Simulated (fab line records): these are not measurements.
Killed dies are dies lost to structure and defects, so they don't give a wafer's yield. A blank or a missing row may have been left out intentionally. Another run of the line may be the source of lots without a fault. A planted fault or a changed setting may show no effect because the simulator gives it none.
Matching of chambers    flow gf180mcu    GF_POLY_GATE_ETCH_13 on rie si-01 has 4 sister chambers
The step etches poly-Si in HBr/Cl2, stops on SiO2, target depth 198.5 nm, time 69.6 s. 16 wafers are shown with their chamber, then 8 later ones without.

WAFERS PAIRED WITH THEIR CHAMBERS
wafer   chamber  drypump motor current A (A)  throttle valve pct (%)  oes product au (a.u.)
L347.2  0        6.7                          33.688                  0.987
L347.5  3        5.5                          33.696                  0.991
L347.6  2        5.6                          33.672                  0.989
L348.1  3        5.5                          33.693                  0.983
L348.2  0        6.7                          33.679                  0.986
L348.5  3        5.5                          33.697                  0.978
L349.1  3        5.5                          33.705                  0.993
L349.2  1        5.5                          33.681                  0.988
L349.4  0        6.6                          33.703                  0.996
L351.2  1        5.5                          33.668                  0.986
L351.4  3        5.6                          33.687                  0.976
L351.6  3        5.6                          33.703                  0.980
L355.1  1        5.5                          33.683                  0.998
L355.3  3        5.5                          33.693                  0.987
L355.5  2        5.5                          33.691                  0.993
L357.3  3        5.5                          33.684                  0.987

SIGNATURES (means of the wafers above)
reading                  chamber 0  chamber 1  chamber 2  chamber 3  scatter within a chamber
drypump motor current A  6.667      5.500      5.550      5.525      0.0471
throttle valve pct       33.69000   33.67733   33.68150   33.69475   0.00898
oes product au           0.98967    0.99067    0.99100    0.98438    0.00588
Rule: for each reading, subtract the chamber's mean from the wafer's reading, divide by that reading's scatter and square the result; add these up over the readings and take the root, which gives the wafer's distance from the chamber. The wafer belongs to the nearest chamber; if the next one is less than 2 further off, it can't be placed. The scatter: take each reading less its chamber's mean, square it, sum over the shown wafers, divide by the number of wafers less the number of chambers, and take the root.

WAFERS WITH NO CHAMBER GIVEN
wafer   drypump motor current A (A)  throttle valve pct (%)  oes product au (a.u.)
L357.5  6.7                          33.681                  0.994
L357.6  5.5                          33.702                  0.990
L361.2  6.7                          33.678                  0.986
L361.3  5.5                          33.681                  0.979
L361.6  6.6                          33.693                  0.978
L370.1  6.6                          33.691                  0.988
L370.2  5.5                          33.677                  0.990
L370.4  5.5                          33.682                  0.980

WHICH CHAMBER EACH ONE RAN IN
wafer   from the rows above           in truth
L357.5  0                             0
L357.6  can't be placed: 3 or 2 or 1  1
L361.2  0                             0
L361.3  can't be placed: 3 or 1 or 2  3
L361.6  0                             0
L370.1  0                             0
L370.2  can't be placed: 1 or 2       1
L370.4  can't be placed: 3 or 1 or 2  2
Correctly placed: 4 of 8. Not placeable from these rows: 4 (in 4, the candidates include the true chamber). Wrongly placed: 0.
